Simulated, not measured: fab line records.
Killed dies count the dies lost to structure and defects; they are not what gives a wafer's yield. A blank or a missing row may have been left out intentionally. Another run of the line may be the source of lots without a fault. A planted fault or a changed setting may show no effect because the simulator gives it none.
The tool behind it: which one? || flow gf180mcu || Sampling: 14 lots, 42 wafers, 3 of 602 route steps

WHAT EACH GAUGE READ, for each wafer
GF_V5_THK_MEAS_25: measures by xrf. Usual: V5_W_THK typically reads 335 nm, with standard deviation 6.4.
{"lot": "L463", "measured": "day 27 22:41", "on": "filmMetro-01", "V5_W_THK (nm)": "327 333 324", "flag": ""}
{"lot": "L464", "measured": "day 28 09:00", "on": "filmMetro-03", "V5_W_THK (nm)": "329 324 330", "flag": ""}
{"lot": "L465", "measured": "day 28 13:44", "on": "filmMetro-02", "V5_W_THK (nm)": "329 334 337", "flag": ""}
{"lot": "L467", "measured": "day 29 06:27", "on": "filmMetro-03", "V5_W_THK (nm)": "334 335 334", "flag": ""}
{"lot": "L469", "measured": "day 29 19:49", "on": "filmMetro-02", "V5_W_THK (nm)": "330 336 332", "flag": ""}
{"lot": "L471", "measured": "day 30 08:51", "on": "filmMetro-02", "V5_W_THK (nm)": "345 346 346", "flag": ""}
{"lot": "L472", "measured": "day 30 10:37", "on": "filmMetro-03", "V5_W_THK (nm)": "340 332 339", "flag": ""}
{"lot": "L473", "measured": "day 31 03:44", "on": "filmMetro-01", "V5_W_THK (nm)": "342 336 341", "flag": ""}
{"lot": "L474", "measured": "day 31 04:49", "on": "filmMetro-03", "V5_W_THK (nm)": "333 332 329", "flag": ""}
{"lot": "L479", "measured": "day 32 12:50", "on": "filmMetro-03", "V5_W_THK (nm)": "328 327 332", "flag": ""}
{"lot": "L480", "measured": "day 32 22:46", "on": "filmMetro-02", "V5_W_THK (nm)": "350 346 343", "flag": ""}
{"lot": "L481", "measured": "day 33 01:00", "on": "filmMetro-01", "V5_W_THK (nm)": "331 331 325", "flag": ""}
{"lot": "L483", "measured": "day 33 10:43", "on": "filmMetro-01", "V5_W_THK (nm)": "332 333 332", "flag": ""}
{"lot": "L484", "measured": "day 33 11:56", "on": "filmMetro-01", "V5_W_THK (nm)": "338 335 336", "flag": ""}

TOOL THAT RAN EACH LOT (tool first, then ch and the chambers of the sampled wafers, then the start)
{"lot": "L463", "GF_CONTACT_CVD_24": "cvdW-01 ch 0,1, day 16 20:34", "GF_V5_SPUTTER_22": "pvdSputter-01, day 27 22:25"}
{"lot": "L464", "GF_CONTACT_CVD_24": "cvdW-01 ch 0,1, day 17 06:50", "GF_V5_SPUTTER_22": "pvdSputter-02, day 28 08:43"}
{"lot": "L465", "GF_CONTACT_CVD_24": "cvdW-01 ch 0,1, day 17 15:43", "GF_V5_SPUTTER_22": "pvdSputter-02, day 28 13:27"}
{"lot": "L467", "GF_CONTACT_CVD_24": "cvdW-01 ch 0,1, day 18 11:58", "GF_V5_SPUTTER_22": "pvdSputter-01, day 29 06:11"}
{"lot": "L469", "GF_CONTACT_CVD_24": "cvdW-01 ch 0,1, day 19 04:51", "GF_V5_SPUTTER_22": "pvdSputter-02, day 29 19:33"}
{"lot": "L471", "GF_CONTACT_CVD_24": "cvdW-02 ch 0,1, day 19 20:53", "GF_V5_SPUTTER_22": "pvdSputter-02, day 30 08:34"}
{"lot": "L472", "GF_CONTACT_CVD_24": "cvdW-01 ch 0,1, day 20 02:34", "GF_V5_SPUTTER_22": "pvdSputter-01, day 30 10:20"}
{"lot": "L473", "GF_CONTACT_CVD_24": "cvdW-02 ch 0, day 20 23:29", "GF_V5_SPUTTER_22": "pvdSputter-03, day 31 03:26"}
{"lot": "L474", "GF_CONTACT_CVD_24": "cvdW-01 ch 0,1, day 21 00:38", "GF_V5_SPUTTER_22": "pvdSputter-02, day 31 04:32"}
{"lot": "L479", "GF_CONTACT_CVD_24": "cvdW-01 ch 0,1, day 22 21:08", "GF_V5_SPUTTER_22": "pvdSputter-01, day 32 12:25"}
{"lot": "L480", "GF_CONTACT_CVD_24": "cvdW-01 ch 0,1, day 23 08:13", "GF_V5_SPUTTER_22": "pvdSputter-02, day 32 22:29"}
{"lot": "L481", "GF_CONTACT_CVD_24": "cvdW-02 ch 0,1, day 23 10:58", "GF_V5_SPUTTER_22": "pvdSputter-02, day 33 00:44"}
{"lot": "L483", "GF_CONTACT_CVD_24": "cvdW-02 ch 0,1, day 24 03:14", "GF_V5_SPUTTER_22": "pvdSputter-01, day 33 10:26"}
{"lot": "L484", "GF_CONTACT_CVD_24": "cvdW-02 ch 0,1, day 24 04:11", "GF_V5_SPUTTER_22": "pvdSputter-01, day 33 11:40"}
- GF_CONTACT_CVD_24: deposits W, target thk 300 nm, time 90.339 s.
- GF_V5_SPUTTER_22: material TiN, target thk 10 nm, time 40 s.

WHAT THE TOOLS THEMSELVES READ (means of the sampled wafers that have a number; where no wafer has one, the mark that the record gives instead)
GF_CONTACT_CVD_24. Usual: heaterPowerOuterW 517 W, standard deviation 69; heaterPowerW 798 W, standard deviation 100.
{"lot": "L463", "tool": "cvdW-01", "heaterPowerOuterW (W)": 491, "heaterPowerW (W)": 782, "flag": ""}
{"lot": "L464", "tool": "cvdW-01", "heaterPowerOuterW (W)": 493, "heaterPowerW (W)": 784, "flag": ""}
{"lot": "L465", "tool": "cvdW-01", "heaterPowerOuterW (W)": 496, "heaterPowerW (W)": 772, "flag": ""}
{"lot": "L467", "tool": "cvdW-01", "heaterPowerOuterW (W)": 508, "heaterPowerW (W)": 787, "flag": ""}
{"lot": "L469", "tool": "cvdW-01", "heaterPowerOuterW (W)": 503, "heaterPowerW (W)": 796, "flag": ""}
{"lot": "L471", "tool": "cvdW-02", "heaterPowerOuterW (W)": 602, "heaterPowerW (W)": 908, "flag": ""}
{"lot": "L472", "tool": "cvdW-01", "heaterPowerOuterW (W)": 506, "heaterPowerW (W)": 794, "flag": ""}
{"lot": "L473", "tool": "cvdW-02", "heaterPowerOuterW (W)": 445, "heaterPowerW (W)": 668, "flag": ""}
{"lot": "L474", "tool": "cvdW-01", "heaterPowerOuterW (W)": 504, "heaterPowerW (W)": 791, "flag": ""}
{"lot": "L479", "tool": "cvdW-01", "heaterPowerOuterW (W)": 492, "heaterPowerW (W)": 786, "flag": ""}
{"lot": "L480", "tool": "cvdW-01", "heaterPowerOuterW (W)": 508, "heaterPowerW (W)": 796, "flag": ""}
{"lot": "L481", "tool": "cvdW-02", "heaterPowerOuterW (W)": 526, "heaterPowerW (W)": 779, "flag": ""}
{"lot": "L483", "tool": "cvdW-02", "heaterPowerOuterW (W)": 597, "heaterPowerW (W)": 909, "flag": ""}
{"lot": "L484", "tool": "cvdW-02", "heaterPowerOuterW (W)": 595, "heaterPowerW (W)": 898, "flag": ""}

GF_V5_SPUTTER_22. Usual: chamberPressurePa 5.000 Pa, standard deviation 0.011; throttleValvePct 29.8 %, standard deviation 0.86.
{"lot": "L463", "tool": "pvdSputter-01", "chamberPressurePa (Pa)": 4.993, "throttleValvePct (%)": 29.3, "flag": ""}
{"lot": "L464", "tool": "pvdSputter-02", "chamberPressurePa (Pa)": 4.991, "throttleValvePct (%)": 30.0, "flag": ""}
{"lot": "L465", "tool": "pvdSputter-02", "chamberPressurePa (Pa)": 5.000, "throttleValvePct (%)": 29.9, "flag": ""}
{"lot": "L467", "tool": "pvdSputter-01", "chamberPressurePa (Pa)": 4.997, "throttleValvePct (%)": 29.5, "flag": ""}
{"lot": "L469", "tool": "pvdSputter-02", "chamberPressurePa (Pa)": 5.021, "throttleValvePct (%)": 30.3, "flag": ""}
{"lot": "L471", "tool": "pvdSputter-02", "chamberPressurePa (Pa)": 4.994, "throttleValvePct (%)": 29.1, "flag": ""}
{"lot": "L472", "tool": "pvdSputter-01", "chamberPressurePa (Pa)": 4.992, "throttleValvePct (%)": 30.7, "flag": ""}
{"lot": "L473", "tool": "pvdSputter-03", "chamberPressurePa (Pa)": 5.000, "throttleValvePct (%)": 30.1, "flag": ""}
{"lot": "L474", "tool": "pvdSputter-02", "chamberPressurePa (Pa)": 5.009, "throttleValvePct (%)": 30.1, "flag": ""}
{"lot": "L479", "tool": "pvdSputter-01", "chamberPressurePa (Pa)": 4.998, "throttleValvePct (%)": 29.9, "flag": ""}
{"lot": "L480", "tool": "pvdSputter-02", "chamberPressurePa (Pa)": 5.008, "throttleValvePct (%)": 29.7, "flag": ""}
{"lot": "L481", "tool": "pvdSputter-02", "chamberPressurePa (Pa)": 5.006, "throttleValvePct (%)": 29.8, "flag": ""}
{"lot": "L483", "tool": "pvdSputter-01", "chamberPressurePa (Pa)": 4.997, "throttleValvePct (%)": 29.7, "flag": ""}
{"lot": "L484", "tool": "pvdSputter-01", "chamberPressurePa (Pa)": 5.000, "throttleValvePct (%)": 29.4, "flag": ""}

THE ANSWER, worked out from the rows above alone
Rule: take the mean of a lot's wafers that have a number; if it is more than 3 standard deviations from the usual mean, the lot is off. Also off: a lot with no number at a reading for which 4 or more lots have one. All remaining lots with rows at the step are treated as sound. The gauges are gone through in route order, then the tools' own readings, and for those a lot's mean is taken as printed above. At the first step where some lot is off, the reading lying furthest off is the one used; lots without a number count as furthest.
Across all readings shown, no lot is off: no conclusion can be drawn from this.

WHAT THE SIMULATOR HAD INSERTED
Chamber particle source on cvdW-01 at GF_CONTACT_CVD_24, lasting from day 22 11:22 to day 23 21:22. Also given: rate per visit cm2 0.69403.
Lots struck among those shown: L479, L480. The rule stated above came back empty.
